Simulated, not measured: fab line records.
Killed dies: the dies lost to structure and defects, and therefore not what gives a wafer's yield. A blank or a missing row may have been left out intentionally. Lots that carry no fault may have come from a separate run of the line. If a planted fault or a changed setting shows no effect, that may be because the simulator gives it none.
Which tool did it? / flow gf180mcu / route of 602 steps, sampled at 1 step: 15 lots, 45 wafers

## WHAT EACH GAUGE READ, for each wafer
GF_STI_THK_MEAS_04.
lot=L150; measured=day 1 19:02; on=film-metro-01; STI_CVD_03_THK (nm)=208.8 208.4 210.4
lot=L151; measured=day 1 23:34; on=film-metro-01; STI_CVD_03_THK (nm)=210.2 208.7 209.1
lot=L152; measured=day 2 04:35; on=film-metro-01; STI_CVD_03_THK (nm)=208.1 208.1 207.1
lot=L154; measured=day 2 15:54; on=film-metro-04; STI_CVD_03_THK (nm)=208.1 206.2 209.3
lot=L155; measured=day 2 21:24; on=film-metro-01; STI_CVD_03_THK (nm)=203.7 203.9 204.0
lot=L156; measured=day 3 01:07; on=film-metro-01; STI_CVD_03_THK (nm)=207.3 208.3 207.0
lot=L159; measured=day 3 15:35; on=film-metro-04; STI_CVD_03_THK (nm)=207.5 207.1 205.8
lot=L160; measured=day 3 21:41; on=film-metro-01; STI_CVD_03_THK (nm)=206.8 206.1 205.6
lot=L161; measured=day 4 01:34; on=film-metro-01; STI_CVD_03_THK (nm)=204.5 205.5 205.3
lot=L166; measured=day 5 02:35; on=film-metro-01; STI_CVD_03_THK (nm)=207.3 206.8 207.7
lot=L167; measured=day 5 07:57; on=film-metro-03; STI_CVD_03_THK (nm)=211.2 210.3 209.8
lot=L168; measured=day 5 12:35; on=film-metro-01; STI_CVD_03_THK (nm)=210.5 210.0 208.9
lot=L169; measured=day 5 18:17; on=film-metro-04; STI_CVD_03_THK (nm)=204.2 205.5 205.5
lot=L171; measured=day 6 03:53; on=film-metro-03; STI_CVD_03_THK (nm)=208.6 208.2 207.9
lot=L172; measured=day 6 10:48; on=film-metro-01; STI_CVD_03_THK (nm)=204.4 205.3 204.5

## EACH LOT AND THE TOOL THAT RAN IT (in order: tool; ch and the chambers of the sampled wafers; start)
There is no process step in the record ahead of these readings.

## WHAT THE TOOLS THEMSELVES READ (means of the sampled wafers that have a number; where no wafer has one, the mark that the record gives instead)
The record holds no such reading with a usual standard deviation.

## THE ANSWER, worked out from the rows above alone
Rule: the lots themselves supply what counts as usual. The widest of any qualifying gaps counts: lots, ordered by their means at a reading, are off when they make up no more than a third of the lots, leave a main group of 4 or more, and stand apart from it by 3 or more times the standard deviation of that group's means. A main group is skipped when, at the precision printed for the reading in the tables above, its means are all equal. A lot without any number at a reading at which 4 lots or more have one is off too. The other lots that the step has rows for count as sound. After the gauges, taken in route order, come the tools' own readings; for these a lot's mean is taken, as printed above. The first step at which some lot is off is used, and at that step the reading that is off furthest; a lot without a number counts as furthest.
Nothing can be told from this: no lot is off at any reading shown.

## WHAT HAD BEEN PUT IN BY THE SIMULATOR
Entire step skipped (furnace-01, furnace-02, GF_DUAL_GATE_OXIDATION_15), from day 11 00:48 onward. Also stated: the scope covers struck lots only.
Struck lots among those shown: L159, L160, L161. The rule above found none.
